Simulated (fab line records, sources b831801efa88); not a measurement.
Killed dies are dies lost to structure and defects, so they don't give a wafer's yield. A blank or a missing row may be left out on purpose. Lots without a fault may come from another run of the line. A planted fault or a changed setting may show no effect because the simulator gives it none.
Chamber matching | flow gf180mcu | GF_CONTACT_CVD_02 on pecvd-04: 3 sister chambers
The step deposits SiO2 from TEOS, target thk 860 nm, time 95.992 s. 6 wafers are shown with their chamber, then 8 later ones without.

WAFERS WITH THEIR CHAMBER
wafer  | chamber | heater_power_w (W)
L366.4 | 1       | 637
L366.6 | 0       | 626
L368.3 | 0       | 672
L368.5 | 2       | 775
L368.6 | 1       | 814
L369.1 | 2       | 648

WAFERS WITHOUT THEIR CHAMBER
wafer  | heater_power_w (W)
L369.3 | 656
L369.5 | 779
L378.2 | 717
L378.5 | 662
L378.6 | 680
L379.1 | 700
L379.4 | 803
L379.6 | 755

WHICH CHAMBER EACH WENT THROUGH
wafer  | from the rows above          | in truth
L369.3 | can't be placed: 0 or 2 or 1 | 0
L369.5 | can't be placed: 1 or 2 or 0 | 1
L378.2 | can't be placed: 2 or 1 or 0 | 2
L378.5 | can't be placed: 0 or 2 or 1 | 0
L378.6 | can't be placed: 0 or 2 or 1 | 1
L379.1 | can't be placed: 2 or 1 or 0 | 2
L379.4 | can't be placed: 1 or 2 or 0 | 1
L379.6 | can't be placed: 1 or 2 or 0 | 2
Placed correctly: 0 of 8. Can't be placed from these rows: 8 (the true chamber is among the candidates in 8). Placed wrongly: 0.
How it was worked out, from the rows above alone: a wafer's distance from a chamber is the root of the sum, over the readings, of the square of ((its reading less the chamber's mean) divided by the reading's scatter). The wafer belongs to the nearest chamber; if the next one is less than 2 further off, it can't be placed. A chamber's mean is the mean of its shown wafers. The scatter: the root of (the sum of the squares of (reading less its chamber's mean) over the shown wafers, divided by (wafers less chambers)).
